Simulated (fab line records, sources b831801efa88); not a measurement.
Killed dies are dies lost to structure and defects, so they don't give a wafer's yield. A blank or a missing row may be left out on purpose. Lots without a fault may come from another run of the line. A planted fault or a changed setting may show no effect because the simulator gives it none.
A struck lot beside a sound one | flow sky130 | 17 steps out of a route of 708
Sound: wafers L785.2, L785.4, L785.5. Struck: wafers L781.1, L781.2, L781.3. The cause comes at the end.
At each step with rows: each side's tool, then ch and its chambers, then its first start. Under that, the readings that differ: sound wafers | struck wafers | difference of the means | sigmas: that difference in standard deviations of wafers without a fault.
alike: readings whose means differ by less than 2 such deviations, and words and numbers that are the same on both sides. not compared: withheld readings, readings that some wafer has no value for, bounds like >300 that may hide the same value, and numbers for which the record gives no deviation and whose values overlap.
The two part at a step that has a row with sigmas, a row that says differs or no value, or rows on one side only. Numbers that don't overlap but have no deviation are shown without sigmas and don't part them. A reading that every wafer of one side lacks parts them only if that side has two wafers or more.

SKY_LDD_HVP_STRIP_09: strips in O2/N2.
  sound on plasma_asher-03 ch 0,1, day 27 04:23; struck on plasma_asher-02 ch 0,1, day 24 18:19
  alike: drypump_motor_current_A, oes_product_au, strip_time_to_endpoint_s
  not compared: rf_hours_counter_h
SKY_LDD_HVP_TW_MEAS_10:
  sound on film_metro-03, day 27 04:29; struck on film_metro-03, day 24 18:25
  alike: LDD_HVP_TW
then, 7 steps without rows for these wafers: SKY_LDD_LDN_DEHYDRATE_00 (time 60 s); SKY_LDD_LDN_HMDS_01 (prime time 60 s); SKY_LDD_LDN_COAT_02 (resist thk 1140 nm); SKY_LDD_LDN_SOFTBAKE_03 (time 60 s); SKY_LDD_LDN_EXPOSE_04 (exposes mask LDNTM, target cd 700 nm); SKY_LDD_LDN_PEB_05; SKY_LDD_LDN_DEVELOP_06 (develop time 60 s).
SKY_LDD_LDN_OVL_MEAS_07:
  sound on overlay-01, day 28 08:48; struck on overlay-01, day 25 23:48
  alike: LDD_LDN_OVL
then, 2 steps without rows for these wafers: SKY_LDD_LDN_IMPLANT_08; SKY_LDD_LDN_IMPLANT_09.
SKY_LDD_LDN_IMPLANT_10:
  sound on implanter-01 ch 0, day 28 09:09; struck on implanter-03 ch 0, day 26 00:08
  reading            | sound                            | struck                        | difference | sigmas
  dose_ions_cm2      | 1.2496e+13 1.2511e+13 1.2512e+13 | 4.361e+12 4.347e+12 4.363e+12 | -8.149e+12 | -99 or more
  faraday_current_uA | 72.6 69.8 70.0                   | 24.9 25.2 24.4                | -46.0      | -33
  alike: end_station_pressure_torr
then, 1 step without rows for these wafers: SKY_LDD_LDN_IMPLANT_11.
SKY_LDD_LDN_STRIP_12: strips in O2/N2.
  sound on plasma_asher-01 ch 0,1, day 28 09:26; struck on plasma_asher-03 ch 0,1, day 26 00:26
  reading                     | sound       | struck      | difference | sigmas
  drypump_motor_current_A (A) | 5.9 5.9 6.0 | 5.3 4.9 4.9 | -0.9       | -2
  alike: oes_product_au, strip_time_to_endpoint_s
  not compared: rf_hours_counter_h
SKY_LDD_LDN_TW_MEAS_13:
  sound on film_metro-03, day 28 09:32; struck on film_metro-03, day 26 00:52
  reading    | sound          | struck         | difference | sigmas
  LDD_LDN_TW | 1460 1462 1462 | 1388 1384 1386 | -75        | -10
  not compared: hold
-- the record jumps here: 22 days lie between the struck wafers' starts before and after (it left off in module LDD_LDN and takes up again in module PAD_OPEN, whose first step shown is number 708 of the route) --
SKY_PAD_OPEN_PROBE_99:
  sound on prober-02, day 49 12:16; struck on prober-01, day 48 01:02
  reading                         | sound          | struck         | difference | sigmas
  model.etest.tip_sonos.rs_ohm_sq | 2594 2637 2601 | 2960 2909 2907 | +315       |
  alike: killed_at_M0_to_M3, killed_at_M4_up, killed_at_contacts, killed_at_front_end, killed_at_other, killed_dies, killed_open, killed_short

WHERE THEY PART
First at SKY_LDD_LDN_IMPLANT_10; last, within this record, at SKY_LDD_LDN_TW_MEAS_13. Later steps at which nothing parts them and some readings are alike: SKY_PAD_OPEN_PROBE_99.

WHY: what the simulator had put in
Process parameter drift: implanter-03, from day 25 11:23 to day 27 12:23, at SKY_LDD_LDN_IMPLANT_10. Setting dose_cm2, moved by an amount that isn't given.
